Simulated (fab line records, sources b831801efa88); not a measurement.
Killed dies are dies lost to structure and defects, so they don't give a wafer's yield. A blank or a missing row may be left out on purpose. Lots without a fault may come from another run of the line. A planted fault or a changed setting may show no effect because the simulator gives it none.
fab line records | flow gf180mcu
record lots=5 wafers=15 last_day=34
route steps=602 shown V5@566 TOP_METAL@567 PASSIVATION@587
lots that met no fault: from a run of the same line without faults
start_h: hours from the record's first day to the start of the lot's first wafer shown | wait_h: hours since the lot's step before | " the same as in the row above | L1.1+2: a row that stands for several wafers | - no value, or no start given | * or withheld: withheld | < > ~ a bound
route shown NAME@n: a module of which the file shows steps, and the number in the route of the first | usual: mean/standard deviation of fault-free wafers | same: alike in all rows | chamber/n: place in a boat | sites: the reading at each site | _std_site: their standard deviation | _edge_site: outer sites' mean less inner sites' | radius_mm: how far each site lies from the wafer's centre | mask NAME#n: copy n | behind: the tool/chamber that last shaped the wafer | hold: why the lot was held/for how many hours/how that ended | device: the transistor (n, p or np) that didn't switch | end of line: the same wafers' tests at the end of the route | a step without rows: its recipe alone | killed: dies lost to structure and defects at the first sort, not the wafer's yield | map: a wafer's dies, x killed, . not, _ none there
set.NAME: the setting as run; set.NAME@STEP: as run at that earlier step | model.NAME: the simulator's own value behind a step, which no gauge read
lots at some steps of the route; a table a step, a row a wafer
services: from which hour (start_h, from the record's first day; less than 0 if before it) a tool's chamber was out of use, for how many hours, and why
## steps
# step GF_V5_CMP_26
# recipe stop_on=SiO2 down_force_psi=3.5 platen_rpm=60 t_overpolish_s=15 target_thk_nm=0 pad_velocity_m_s=0.94248
# usual edge_zone_pressure_frac=1.000/0.0047 motor_current_A=11.0/1.3 overpolish_run_s=14.999/0.0086 platen_rpm=60.00/0.041 time_to_endpoint_s=86/3.6
# columns lot.wafer tool chamber start_h wait_h edge_zone_pressure_frac motor_current_A overpolish_run_s platen_rpm time_to_endpoint_s
L076.4 cmp-02 0 647.28 0.1 0.997 11.8 14.994 60.05 84
L076.2 " 2 " " 1.008 14.0 15.001 60.03 78
L076.5 " 3 " " 0.996 12.0 14.994 60.05 89
L084.1 cmp-02 2 701.13 0.1 1.001 13.3 15.006 60.01 83
L084.6 " 1 " " 0.996 9.0 15.008 59.96 84
L084.5 " 2 " " 0.998 13.4 14.987 60.01 84
L086.4 cmp-02 0 714.97 0.0 1.002 12.1 15.015 59.99 88
L086.2 " 2 " " 1.003 13.6 14.998 59.96 84
L086.5 " 1 " " 0.993 9.5 14.995 59.93 89
L092.3 cmp-01 3 763.28 0.0 1.003 11.0 15.005 60.05 83
L092.2 " 0 " " 1.003 11.3 14.992 60.02 90
L092.1 " 1 " " 1.001 9.2 15.001 60.01 86
L094.2 cmp-02 1 771.95 0.0 1.003 9.2 14.998 59.95 91
L094.3 " 2 " " 0.991 13.5 15.000 59.99 86
L094.6 " 1 " " 0.998 9.3 15.001 60.01 91
# step GF_TOP_METAL_SPUTTER_00
# recipe material=Ti target_thk_nm=37.5 arriving_ion_energy_ev=80 substrate_temp_c=200 chamber_pressure_pa=2 power_w=4000 time_s=150
# usual chamber_pressure_pa=2.000/0.0039 throttle_valve_pct=30.0/1
# same time_s=150
# columns lot.wafer tool chamber start_h wait_h chamber_pressure_pa throttle_valve_pct
L076.2 pvd_sputter-01 - 647.53 0.1 1.999 30.4
L076.4 " - " " 1.995 31.0
L076.5 " - " " 1.994 30.3
L084.1 pvd_sputter-02 - 701.38 0.2 2.002 27.7
L084.5 " - " " 2.005 30.2
L084.6 " - " " 2.000 27.5
L086.2 pvd_sputter-04 - 715.30 0.2 1.998 30.4
L086.4 " - " " 2.002 29.2
L086.5 " - " " 1.999 30.4
L092.1 pvd_sputter-02 - 763.58 0.1 2.002 30.4
L092.2 " - " " 2.003 28.5
L092.3 " - " " 2.004 30.5
L094.2 pvd_sputter-01 - 772.25 0.2 2.005 30.8
L094.3 " - " " 1.999 29.5
L094.6 " - " " 1.992 29.6
# step GF_TOP_METAL_SPUTTER_01
# recipe material=TiN target_thk_nm=30 power_w=6417 time_s=25 chamber_pressure_pa=0.4
# usual chamber_pressure_pa=0.4000/0.00083 throttle_valve_pct=30.0/1
# same time_s=25
# columns lot.wafer tool chamber start_h wait_h chamber_pressure_pa throttle_valve_pct
L076.2 pvd_sputter-01 - 647.63 0.1 0.3998 30.2
L076.4 " - " " 0.4008 30.8
L076.5 " - " " 0.3997 30.6
L084.1 pvd_sputter-02 - 701.48 0.1 0.4003 28.0
L084.5 " - " " 0.3995 30.1
L084.6 " - " " 0.4002 27.9
L086.2 pvd_sputter-04 - 715.40 0.1 0.4004 30.3
L086.4 " - " " 0.4009 28.7
L086.5 " - " " 0.4004 30.5
L092.1 pvd_sputter-02 - 763.68 0.1 0.3997 30.3
L092.2 " - " " 0.4005 28.7
L092.3 " - " " 0.4004 30.5
L094.2 pvd_sputter-01 - 772.35 0.1 0.3980 30.6
L094.3 " - " " 0.3978 29.7
L094.6 " - " " 0.3983 29.8
# step GF_TOP_METAL_SPUTTER_02
# recipe material=AlCu target_thk_nm=900 power_w=10600 chamber_pressure_pa=0.3 substrate_temp_c=250 gas=Ar time_s=47.82
# usual chamber_pressure_pa=0.3000/0.00054 throttle_valve_pct=30.0/1
# same time_s=47.82
# columns lot.wafer tool chamber start_h wait_h chamber_pressure_pa throttle_valve_pct
L076.2 pvd_sputter-01 - 647.66 0.0 0.2998 30.7
L076.4 " - " " 0.3005 30.5
L076.5 " - " " 0.3009 30.5
L084.1 pvd_sputter-02 - 701.52 0.0 0.2998 27.8
L084.5 " - " " 0.3001 30.0
L084.6 " - " " 0.2993 27.5
L086.2 pvd_sputter-04 - 715.43 0.0 0.2994 30.6
L086.4 " - " " 0.3002 29.2
L086.5 " - " " 0.3004 30.5
L092.1 pvd_sputter-02 - 763.71 0.0 0.3006 30.0
L092.2 " - " " 0.3006 28.7
L092.3 " - " " 0.2996 30.5
L094.2 pvd_sputter-01 - 772.38 0.0 0.3003 30.9
L094.3 " - " " 0.3014 29.8
L094.6 " - " " 0.3006 29.7
# step GF_TOP_METAL_SPUTTER_03
# recipe material=Ti target_thk_nm=5 substrate_temp_c=300 chamber_pressure_pa=0.3 power_w=3000 time_s=3.3
# usual chamber_pressure_pa=0.3000/0.0006 throttle_valve_pct=30.0/1
# same time_s=3.3
# columns lot.wafer tool chamber start_h wait_h chamber_pressure_pa throttle_valve_pct
L076.2 pvd_sputter-01 - 647.70 0.0 0.2993 30.5
L076.4 " - " " 0.2997 31.1
L076.5 " - " " 0.3000 30.2
L084.1 pvd_sputter-02 - 701.56 0.0 0.3002 27.9
L084.5 " - " " 0.3003 30.2
L084.6 " - " " 0.3003 27.4
L086.2 pvd_sputter-04 - 715.47 0.0 0.2999 30.4
L086.4 " - " " 0.2996 29.3
L086.5 " - " " 0.3002 30.6
L092.1 pvd_sputter-02 - 763.75 0.0 0.2994 30.3
L092.2 " - " " 0.2996 28.9
L092.3 " - " " 0.2994 30.5
L094.2 pvd_sputter-01 - 772.42 0.0 0.3003 30.6
L094.3 " - " " 0.3003 29.7
L094.6 " - " " 0.2995 29.6
# step GF_TOP_METAL_SPUTTER_04
# recipe material=TiN target_thk_nm=25 power_w=6500 time_s=20.8 chamber_pressure_pa=0.4
# usual chamber_pressure_pa=0.4000/0.00074 throttle_valve_pct=30.0/1
# same time_s=20.8
# columns lot.wafer tool chamber start_h wait_h chamber_pressure_pa throttle_valve_pct
L076.2 pvd_sputter-01 - 647.72 0.0 0.3999 30.5
L076.4 " - " " 0.3999 30.6
L076.5 " - " " 0.4004 30.5
L084.1 pvd_sputter-02 - 701.58 0.0 0.4000 27.7
L084.5 " - " " 0.4003 30.3
L084.6 " - " " 0.3991 27.7
L086.2 pvd_sputter-04 - 715.49 0.0 0.3998 30.3
L086.4 " - " " 0.4004 29.1
L086.5 " - " " 0.3998 30.3
L092.1 pvd_sputter-02 - 763.77 0.0 0.4005 30.2
L092.2 " - " " 0.4004 28.8
L092.3 " - " " 0.3998 30.5
L094.2 pvd_sputter-01 - 772.44 0.0 0.4006 30.9
L094.3 " - " " 0.4009 30.1
L094.6 " - " " 0.4001 29.6
# step GF_TOP_METAL_RS_MEAS_05
# recipe thk_meas_gauge=four-point-probe reads=TiN_of_TOP_METAL_SPUTTER_04+Ti_of_TOP_METAL_SPUTTER_03+AlCu_of_TOP_METAL_SPUTTER_02+TiN_of_TOP_METAL_SPUTTER_01+Ti_of_TOP_METAL_SPUTTER_00
# usual TOP_METAL_ALCU_RS=0.0329/0.00033
# columns lot.wafer tool chamber start_h wait_h TOP_METAL_ALCU_RS[ohm/sq]
L076.2 film_metro-02 - 647.77 0.0 0.0330
L076.4 " - " " 0.0332
L076.5 " - " " 0.0332
L084.1 film_metro-02 - 701.61 0.0 0.0329
L084.5 " - " " 0.0332
L084.6 " - " " 0.0328
L086.2 film_metro-04 - 715.54 0.0 0.0330
L086.4 " - " " 0.0327
L086.5 " - " " 0.0330
L092.1 film_metro-01 - 763.80 0.0 0.0334
L092.2 " - " " 0.0329
L092.3 " - " " 0.0327
L094.2 film_metro-04 - 772.49 0.0 0.0325
L094.3 " - " " 0.0329
L094.6 " - " " 0.0328
# step GF_TOP_METAL_THK_MEAS_06
# recipe thk_meas_gauge=xrf reads=AlCu_of_TOP_METAL_SPUTTER_02
# usual TOP_METAL_ALCU_THK=879/12
# columns lot.wafer tool chamber start_h wait_h TOP_METAL_ALCU_THK[nm]
L076.2 film_metro-02 - 647.88 0.1 881
L076.4 " - " " 878
L076.5 " - " " 874
L084.1 film_metro-02 - 701.73 0.1 881
L084.5 " - " " 874
L084.6 " - " " 883
L086.2 film_metro-04 - 715.65 0.1 877
L086.4 " - " " 889
L086.5 " - " " 874
L092.1 film_metro-01 - 763.92 0.1 857
L092.2 " - " " 863
L092.3 " - " " 875
L094.2 film_metro-04 - 772.60 0.1 893
L094.3 " - " " 882
L094.6 " - " " 883
# step GF_TOP_METAL_DEHYDRATE_07
# recipe temp_c=200 time_s=60
# same time_s=60
# columns lot.wafer tool chamber start_h wait_h
L076.2+4+5 litho_track-04 0 657.38 9.5
L084.1+5+6 litho_track-03 0 709.78 8.0
L086.2+4+5 litho_track-03 0 724.21 8.5
L092.1+2+3 litho_track-03 0 770.88 7.0
L094.2+3+6 litho_track-03 0 779.85 7.2
# step GF_TOP_METAL_HMDS_08
# recipe prime_time_s=60 prime_temp_c=120
# columns lot.wafer tool chamber start_h wait_h
L076.2+4+5 litho_track-04 0 657.53 0.1
L084.1+5+6 litho_track-03 0 709.93 0.1
L086.2+4+5 litho_track-03 0 724.36 0.1
L092.1+2+3 litho_track-03 0 771.03 0.1
L094.2+3+6 litho_track-03 0 780.00 0.1
# step GF_TOP_METAL_COAT_09
# recipe resist=NOVOLAK spin_rpm=3000 resist_thk_nm=1500
# columns lot.wafer tool chamber start_h wait_h
L076.2+4+5 litho_track-04 0 657.68 0.1
L084.1+5+6 litho_track-03 0 710.08 0.1
L086.2+4+5 litho_track-03 0 724.51 0.1
L092.1+2+3 litho_track-03 0 771.18 0.1
L094.2+3+6 litho_track-03 0 780.15 0.1
# step GF_TOP_METAL_SOFTBAKE_10
# recipe temp_c=90 time_s=60 resist=NOVOLAK
# same time_s=60
# columns lot.wafer tool chamber start_h wait_h
L076.2+4+5 litho_track-04 0 657.83 0.1
L084.1+5+6 litho_track-03 0 710.23 0.1
L086.2+4+5 litho_track-03 0 724.66 0.1
L092.1+2+3 litho_track-03 0 771.33 0.1
L094.2+3+6 litho_track-03 0 780.30 0.1
# step GF_TOP_METAL_EXPOSE_11
# recipe mask_id=MetalTop target_cd_nm=440 na=0.6 source_shape=conventional sigma_outer=0.6 dose_mj=170
# usual reticle_temp_C=23.01/0.11
# same na=0.6
# columns lot.wafer tool chamber start_h wait_h mask reticle_temp_C
L076.2 iline_stepper-02 0 - - MetalTop#0 23.05
L076.4 " 0 " " MetalTop#0 23.11
L076.5 " 0 " " MetalTop#0 22.92
L084.1 iline_stepper-01 0 - - MetalTop#0 23.07
L084.5 " 0 " " MetalTop#0 22.95
L084.6 " 0 " " MetalTop#0 23.07
L086.2 iline_stepper-01 0 - - MetalTop#0 22.80
L086.4 " 0 " " MetalTop#0 22.93
L086.5 " 0 " " MetalTop#0 23.03
L092.1 iline_stepper-02 0 - - MetalTop#0 22.94
L092.2 " 0 " " MetalTop#0 23.12
L092.3 " 0 " " MetalTop#0 22.90
L094.2 iline_stepper-02 0 - - MetalTop#0 23.05
L094.3 " 0 " " MetalTop#0 23.01
L094.6 " 0 " " MetalTop#0 22.91
# step GF_TOP_METAL_PEB_12
# recipe temp_c=withheld time_s=* resist=NOVOLAK
# same time_s=*
# columns lot.wafer tool chamber start_h wait_h
L076.2+4+5 litho_track-03 0 - -
L084.1+5+6 litho_track-03 0 - -
L086.2+4+5 litho_track-03 0 - -
L092.1+2+3 litho_track-03 0 - -
L094.2+3+6 litho_track-01 0 - -
# step GF_TOP_METAL_DEVELOP_13
# recipe develop_time_s=60 dev_temp_c=23
# columns lot.wafer tool chamber start_h wait_h
L076.2+4+5 litho_track-03 0 667.36 0.1
L084.1+5+6 litho_track-03 0 719.08 0.1
L086.2+4+5 litho_track-03 0 732.91 0.1
L092.1+2+3 litho_track-03 0 779.33 0.1
L094.2+3+6 litho_track-01 0 787.79 0.1
# step GF_TOP_METAL_CD_MEAS_14
# recipe target_cd_nm=440
# usual cd_nm=439.3/2.1
# columns lot.wafer tool chamber start_h wait_h cd_nm
L076.2 cd_sem-02 - 667.50 0.1 437.2
L076.4 " - " " 439.3
L076.5 " - " " 436.3
L084.1 cd_sem-01 - 719.23 0.1 439.2
L084.5 " - " " 440.5
L084.6 " - " " 439.8
L086.2 cd_sem-01 - 733.05 0.1 439.5
L086.4 " - " " 439.8
L086.5 " - " " 440.6
L092.1 cd_sem-01 - 779.48 0.1 439.7
L092.2 " - " " 440.1
L092.3 " - " " 442.7
L094.2 cd_sem-01 - 787.93 0.1 434.5
L094.3 " - " " 438.2
L094.6 " - " " 434.9
# step GF_TOP_METAL_OVL_MEAS_15
# usual TOP_METAL_OVL=0.0/1.4
# columns lot.wafer tool chamber start_h wait_h TOP_METAL_OVL[nm]
L076.2 overlay-01 - 667.61 0.1 4.4
L076.4 " - " " 1.4
L076.5 " - " " 1.5
L084.1 overlay-01 - 719.35 0.1 0.8
L084.5 " - " " -0.6
L084.6 " - " " -1.4
L086.2 overlay-02 - 733.16 0.1 1.4
L086.4 " - " " 0.7
L086.5 " - " " 0.1
L092.1 overlay-02 - 779.60 0.1 -1.2
L092.2 " - " " 0.0
L092.3 " - " " 0.6
L094.2 overlay-02 - 788.04 0.1 0.3
L094.3 " - " " 0.0
L094.6 " - " " 0.8
# step GF_TOP_METAL_METAL_ETCH_16
# recipe chemistry=Cl2/BCl3 mask_material=NOVOLAK target_depth_nm=1197 stop_on=SiO2 pressure_mtorr=8 icp_w=800 bias_w=140 Cl2_flow_sccm=80 bcl3_flow_sccm=40 time_s=199.5
# usual drypump_motor_current_A=5.29/0.25 he_backside_leak_sccm=3.24/0.24 oes_product_au=0.991/0.0056 throttle_valve_pct=28.230/0.01
# same time_s=199.5
# columns lot.wafer tool chamber start_h wait_h drypump_motor_current_A he_backside_leak_sccm oes_product_au rf_hours_counter_h throttle_valve_pct
L076.2 rie_metal-03 1 667.64 0.0 5.52 3.20 0.990 6.5 28.232
L076.4 " 0 " " 5.09 3.34 0.986 - 28.226
L076.5 " 1 " " 5.54 3.11 1.004 - 28.224
L084.1 rie_metal-02 1 719.39 0.0 4.90 3.22 0.993 8.6 28.227
L084.5 " 0 " " 5.62 3.26 0.992 - 28.243
L084.6 " 1 " " 4.91 3.23 0.986 - 28.227
L086.2 rie_metal-03 0 733.19 0.0 5.08 3.25 1.002 12.0 28.223
L086.4 " 0 " " 5.07 3.20 0.984 - 28.226
L086.5 " 1 " " 5.53 3.05 0.991 - 28.223
L092.1 rie_metal-03 1 779.64 0.0 5.52 3.06 0.997 11.8 28.222
L092.2 " 0 " " 5.08 3.45 0.998 14.4 28.230
L092.3 " 0 " " 5.06 3.30 0.999 - 28.222
L094.2 rie_metal-02 1 788.07 0.0 4.92 3.37 0.985 12.3 28.212
L094.3 " 1 " " 4.91 3.54 0.992 - 28.210
L094.6 " 1 " " 4.92 3.24 0.988 - 28.228
# step GF_TOP_METAL_STRIP_17
# recipe chemistry=O2/N2 power_w=1400 pressure_mtorr=1500 platen_temp_c=250 o2_flow_sccm=3000 n2_flow_sccm=300 overash_fraction=0.5
# usual drypump_motor_current_A=5.72/0.12 heater_power_w=332/40 oes_product_au=0.710/0.0045 strip_time_to_endpoint_s=12.89/0.075
# columns lot.wafer tool chamber start_h wait_h drypump_motor_current_A heater_power_w oes_product_au rf_hours_counter_h strip_time_to_endpoint_s
L076.2 plasma_asher-02 1 667.83 0.1 5.81 297 0.711 27 12.87
L076.4 " 0 " " 5.59 315 0.707 - 12.85
L076.5 " 0 " " 5.57 328 0.716 - 12.88
L084.1 plasma_asher-01 0 719.58 0.1 5.62 293 0.710 108 12.94
L084.5 " 1 " " 5.70 357 0.708 - 12.96
L084.6 " 0 " " 5.65 287 0.708 - 12.91
L086.2 plasma_asher-02 0 733.38 0.1 5.58 311 0.704 34 12.78
L086.4 " 0 " " 5.58 312 0.706 - 12.83
L086.5 " 0 " " 5.57 313 0.704 - 13.01
L092.1 plasma_asher-02 0 779.89 0.2 5.56 311 0.703 40 12.87
L092.2 " 1 " " 5.83 287 0.709 40 12.90
L092.3 " 1 " " 5.82 293 0.712 - 12.79
L094.2 plasma_asher-01 0 788.26 0.1 5.60 299 0.712 5 12.94
L094.3 " 1 " " 5.70 394 0.704 - 12.94
L094.6 " 0 " " 5.64 301 0.715 - 12.96
# step GF_TOP_METAL_STRIP_18
# recipe chemistry=post_etch_residue_remover time_s=1200 temp_c=72.5
# same time_s=1200
# columns lot.wafer tool chamber start_h wait_h
L076.2+4+5 wet_bench-03 1 667.93 0.1
L084.1+5+6 wet_bench-03 3 719.68 0.1
L086.2+4+5 wet_bench-03 1 733.48 0.1
L092.1+2+3 wet_bench-03 2 779.99 0.1
L094.2+3+6 wet_bench-02 3 788.36 0.1
# step GF_TOP_METAL_CLEAN_19
# recipe chemistry=DIW dry=n2_spin
# columns lot.wafer tool chamber start_h wait_h
L076.2+4+5 wet_bench-02 3 668.27 0.0
L084.1+5+6 wet_bench-03 2 720.02 0.0
L086.2+4+5 wet_bench-01 0 733.82 0.0
L092.1+2+3 wet_bench-03 1 780.33 0.0
L094.2+3+6 wet_bench-03 2 788.70 0.0
# step GF_PASSIVATION_CVD_00
# recipe material=SiO2 target_thk_nm=1000 precursor=TEOS temp_c=400 time_s=111.95 rf_w=600
# usual heater_power_w=623/92
# same time_s=111.95
# columns lot.wafer tool chamber start_h wait_h heater_power_w since_wet_clean_h
L076.2 pecvd-04 0 668.37 0.0 537 494
L076.4 " 2 " " 596 -
L076.5 " 1 " " 598 -
L084.1 pecvd-04 1 720.11 0.0 733 546
L084.5 " 2 " " 642 -
L084.6 " 1 " " 587 -
L086.2 pecvd-04 2 733.91 0.0 635 559
L086.4 " 1 " " 593 -
L086.5 " 0 " " 446 -
L092.1 pecvd-01 0 780.42 0.0 721 398
L092.2 " 2 " " 530 398
L092.3 " 1 " " 566 398
L094.2 pecvd-02 2 788.79 0.0 703 822
L094.3 " 0 " " 715 822
L094.6 " 0 " " 564 -
# step GF_PASSIVATION_THK_MEAS_01
# recipe reads=SiO2_of_PASSIVATION_CVD_00
# usual PASSIVATION_CVD_00_THK=999/13
# columns lot.wafer tool chamber start_h wait_h PASSIVATION_CVD_00_THK[nm]
L076.2 film_metro-02 - 668.46 0.0 999
L076.4 " - " " 1014
L076.5 " - " " 1018
L084.1 film_metro-03 - 720.19 0.0 986
L084.5 " - " " 1001
L084.6 " - " " 1010
L086.2 film_metro-01 - 734.00 0.0 999
L086.4 " - " " 1019
L086.5 " - " " 1003
L092.1 film_metro-02 - 780.50 0.0 986
L092.2 " - " " 979
L092.3 " - " " 983
L094.2 film_metro-03 - 788.88 0.0 998
L094.3 " - " " 977
L094.6 " - " " 997
# step GF_PASSIVATION_CVD_02
# recipe material=Si3N4 target_thk_nm=700 time_s=486.18 temp_c=400 rf_w=450
# usual heater_power_w=681/90
# same time_s=486.18
# columns lot.wafer tool chamber start_h wait_h heater_power_w since_wet_clean_h
L076.2 pecvd-02 2 668.51 0.0 694 702
L076.4 " 2 " " 765 -
L076.5 " 0 " " 740 -
L084.1 pecvd-02 2 720.25 0.1 833 754
L084.5 " 2 " " 684 -
L084.6 " 0 " " 742 -
L086.2 pecvd-02 1 734.05 0.0 622 768
L086.4 " 2 " " 734 -
L086.5 " 1 " " 691 -
L092.1 pecvd-04 1 780.56 0.1 718 606
L092.2 " 2 " " 691 606
L092.3 " 0 " " 585 606
L094.2 pecvd-01 1 788.93 0.0 571 406
L094.3 " 2 " " 658 406
L094.6 " 0 " " 688 -
# step GF_PASSIVATION_THK_MEAS_03
# recipe reads=Si3N4_of_PASSIVATION_CVD_02
# usual PASSIVATION_CVD_02_THK=700/9.3
# columns lot.wafer tool chamber start_h wait_h PASSIVATION_CVD_02_THK[nm]
L076.2 film_metro-02 - 668.81 0.2 689
L076.4 " - " " 695
L076.5 " - " " 700
L084.1 film_metro-02 - 720.54 0.1 695
L084.5 " - " " 703
L084.6 " - " " 696
L086.2 film_metro-03 - 734.35 0.2 700
L086.4 " - " " 698
L086.5 " - " " 709
L092.1 film_metro-03 - 780.85 0.1 701
L092.2 " - " " 691
L092.3 " - " " 692
L094.2 film_metro-02 - 789.23 0.2 688
L094.3 " - " " 699
L094.6 " - " " 695
# step GF_PASSIVATION_DEHYDRATE_04
# recipe temp_c=200 time_s=60
# same time_s=60
# columns lot.wafer tool chamber start_h wait_h
L076.2+4+5 litho_track-01 0 677.94 9.1
L084.1+5+6 litho_track-02 0 728.08 7.5
L086.2+4+5 litho_track-01 0 742.64 8.3
L092.1+2+3 litho_track-03 0 787.93 7.1
L094.2+3+6 litho_track-02 0 796.45 7.2
# step GF_PASSIVATION_HMDS_05
# recipe prime_time_s=60 prime_temp_c=120
# columns lot.wafer tool chamber start_h wait_h
L076.2+4+5 litho_track-01 0 678.09 0.1
L084.1+5+6 litho_track-02 0 728.23 0.1
L086.2+4+5 litho_track-01 0 742.79 0.1
L092.1+2+3 litho_track-03 0 788.08 0.1
L094.2+3+6 litho_track-02 0 796.60 0.1
# step GF_PASSIVATION_COAT_06
# recipe spin_rpm=2000 resist_thk_nm=4000
# columns lot.wafer tool chamber start_h wait_h
L076.2+4+5 litho_track-01 0 678.24 0.1
L084.1+5+6 litho_track-02 0 728.38 0.1
L086.2+4+5 litho_track-01 0 742.94 0.1
L092.1+2+3 litho_track-03 0 788.23 0.1
L094.2+3+6 litho_track-02 0 796.75 0.1
# step GF_PASSIVATION_SOFTBAKE_07
# recipe temp_c=110 time_s=withheld
# columns lot.wafer tool chamber start_h wait_h
L076.2+4+5 litho_track-01 0 678.40 0.1
L084.1+5+6 litho_track-02 0 728.53 0.1
L086.2+4+5 litho_track-01 0 743.10 0.1
L092.1+2+3 litho_track-03 0 788.38 0.1
L094.2+3+6 litho_track-02 0 796.91 0.1
# step GF_PASSIVATION_EXPOSE_08
# recipe mask_id=Pad target_cd_nm=40000 na=0.57 dose_mj=310
# usual reticle_temp_C=23.03/0.11
# same na=0.57
# columns lot.wafer tool chamber start_h wait_h mask reticle_temp_C
L076.2 iline_stepper-02 0 - - Pad#0 23.15
L076.4 " 0 " " Pad#0 23.07
L076.5 " 0 " " Pad#0 23.12
L084.1 iline_stepper-02 0 - - Pad#0 22.97
L084.5 " 0 " " Pad#0 22.82
L084.6 " 0 " " Pad#0 23.07
L086.2 iline_stepper-01 0 - - Pad#0 23.26
L086.4 " 0 " " Pad#0 23.13
L086.5 " 0 " " Pad#0 23.09
L092.1 iline_stepper-02 0 - - Pad#0 22.94
L092.2 " 0 " " Pad#0 23.00
L092.3 " 0 " " Pad#0 23.02
L094.2 iline_stepper-02 0 - - Pad#0 23.16
L094.3 " 0 " " Pad#0 23.03
L094.6 " 0 " " Pad#0 22.98
# step GF_PASSIVATION_PEB_09
# recipe temp_c=115 time_s=withheld
# columns lot.wafer tool chamber start_h wait_h
L076.2+4+5 litho_track-02 0 - -
L084.1+5+6 litho_track-02 0 - -
L086.2+4+5 litho_track-02 0 - -
L092.1+2+3 litho_track-02 0 - -
L094.2+3+6 litho_track-02 0 - -
# step GF_PASSIVATION_DEVELOP_10
# recipe develop_time_s=60 dev_temp_c=23
# columns lot.wafer tool chamber start_h wait_h
L076.2+4+5 litho_track-02 0 - -
L084.1+5+6 litho_track-02 0 - -
L086.2+4+5 litho_track-02 0 - -
L092.1+2+3 litho_track-02 0 - -
L094.2+3+6 litho_track-02 0 - -
# step GF_PASSIVATION_ETCH_11
# recipe chemistry=CF4/O2 target_depth_nm=2040 stop_on=TiN source_w=800 bias_w=150 pressure_mtorr=150 cf4_flow_sccm=80 O2_flow_sccm=10 time_s=453.3
# usual drypump_motor_current_A=5.9/0.42 oes_product_au=0.989/0.0055 throttle_valve_pct=5.968/0.0091
# same time_s=453.3
# columns lot.wafer tool chamber start_h wait_h drypump_motor_current_A oes_product_au rf_hours_counter_h throttle_valve_pct
L076.2 rie_diel-04 0 688.13 - 6.2 0.988 1 5.968
L076.4 " 2 " " 6.0 0.983 61 5.964
L076.5 " 3 " " 5.4 0.998 - 5.975
L084.1 rie_diel-04 1 737.43 - 6.0 0.995 44 5.972
L084.5 " 3 " " 5.4 0.983 - 5.968
L084.6 " 0 " " 6.2 0.987 - 5.972
L086.2 rie_diel-03 2 750.88 - 5.5 0.990 12 5.979
L086.4 " 1 " " 6.1 0.983 - 5.952
L086.5 " 3 " " 6.4 0.984 - 5.976
L092.1 rie_diel-02 1 796.43 - 5.4 0.990 23 5.987
L092.2 " 0 " " 6.2 0.985 1 5.971
L092.3 " 2 " " 6.4 0.990 14 5.960
L094.2 rie_diel-03 3 804.08 - 6.4 0.994 31 5.963
L094.3 " 0 " " 5.8 0.991 15 5.976
L094.6 " 2 " " 5.5 0.988 - 5.970
# step GF_PASSIVATION_STRIP_12
# recipe chemistry=O2/N2 power_w=1400 pressure_mtorr=1575 platen_temp_c=250 o2_flow_sccm=3000 n2_flow_sccm=300 overash_fraction=0.5
# usual drypump_motor_current_A=5.82/0.16 heater_power_w=342/34 oes_product_au=0.725/0.005 strip_time_to_endpoint_s=32.54/0.28
# columns lot.wafer tool chamber start_h wait_h drypump_motor_current_A heater_power_w oes_product_au rf_hours_counter_h strip_time_to_endpoint_s
L076.2 plasma_asher-03 0 688.40 0.1 5.71 376 0.729 91 32.79
L076.4 " 1 " " 5.91 381 0.726 - 32.61
L076.5 " 0 " " 5.70 369 0.721 - 32.50
L084.1 plasma_asher-02 0 737.70 0.1 5.58 310 0.718 35 32.34
L084.5 " 1 " " 5.85 286 0.722 - 32.78
L084.6 " 0 " " 5.57 312 0.721 - 32.95
L086.2 plasma_asher-02 1 751.15 0.1 5.82 292 0.721 37 32.64
L086.4 " 0 " " 5.58 323 0.728 - 32.98
L086.5 " 1 " " 5.81 288 0.729 - 32.95
L092.1 plasma_asher-04 1 796.70 0.1 6.07 353 0.730 72 32.22
L092.2 " 0 " " 5.90 334 0.719 72 32.55
L092.3 " 0 " " 5.87 328 0.732 - 32.04
L094.2 plasma_asher-02 0 804.35 0.1 5.57 314 0.731 43 32.48
L094.3 " 0 " " 5.56 317 0.728 - 32.28
L094.6 " 1 " " 5.78 289 0.729 - 32.37
# step GF_PASSIVATION_ANNEAL_13
# recipe temp_c=400 time_s=1800 ambient=N2/H2 idle_temp_c=300 ramp_up_c_per_min=10 ramp_down_c_per_min=3
# usual tube_center_temp_C_max=401.03/0.16
# same time_s=1800
# columns lot.wafer tool chamber start_h wait_h tube_center_temp_C_max
L076.2 furnace-02 0 688.50 0.1 401.04
L076.4 " 0 " " 400.88
L076.5 " 0 " " 401.01
L084.1 furnace-01 0 737.80 0.1 400.83
L084.5 " 0 " " 401.06
L084.6 " 0 " " 401.02
L086.2 furnace-01 0 751.25 0.1 400.98
L086.4 " 0 " " 400.81
L086.5 " 0 " " 401.22
L092.1 furnace-01 0 796.80 0.1 400.92
L092.2 " 0 " " 401.07
L092.3 " 0 " " 401.16
L094.2 furnace-02 0 804.45 0.1 400.94
L094.3 " 0 " " 400.87
L094.6 " 0 " " 400.95
# step GF_PASSIVATION_BOW_MEAS_14
# recipe mode=bow
# usual PASSIVATION_BOW=136/11
# columns lot.wafer tool chamber start_h wait_h PASSIVATION_BOW[um]
L076.2 film_metro-03 - 690.02 0.0 115
L076.4 " - " " 120
L076.5 " - " " 118
L084.1 film_metro-02 - 739.30 0.0 135
L084.5 " - " " 136
L084.6 " - " " 147
L086.2 film_metro-02 - 752.77 0.0 122
L086.4 " - " " 137
L086.5 " - " " 137
L092.1 film_metro-02 - 798.30 0.0 122
L092.2 " - " " 126
L092.3 " - " " 139
L094.2 film_metro-02 - 805.97 0.0 146
L094.3 " - " " 133
L094.6 " - " " 143
## services
# columns tool chamber start_h hours kind
cmp-02 - 625.64 9.0 pm
rie_diel-04 1 637.45 11.3 repair
plasma_asher-01 - 638.50 15.6 pm
cmp-02 - 640.81 0.7 repair
cmp-02 - 642.69 4.5 repair
iline_stepper-02 - 644.82 1.6 repair
pvd_sputter-04 - 647.61 0.5 repair
pvd_sputter-01 - 651.42 2.2 repair
pvd_sputter-02 - 673.60 1.5 repair
pecvd-04 - 696.26 2.8 pm
cmp-02 - 699.47 1.2 repair
pecvd-04 0 701.41 10.5 repair
iline_stepper-01 - 714.72 1.7 pm
rie_metal-03 - 748.17 0.4 repair
cmp-02 - 750.05 4.0 pm
furnace-01 - 752.75 4.1 pm
iline_stepper-02 - 772.70 1.7 pm
pvd_sputter-01 - 774.12 2.6 repair
pecvd-04 - 785.02 28.1 pm
cmp-02 - 786.62 0.2 repair
cmp-02 - 793.03 1.4 repair
cmp-02 - 795.09 2.7 repair
cmp-02 - 795.30 7.9 repair
pecvd-02 - 799.38 14.0 pm
## key
fault none
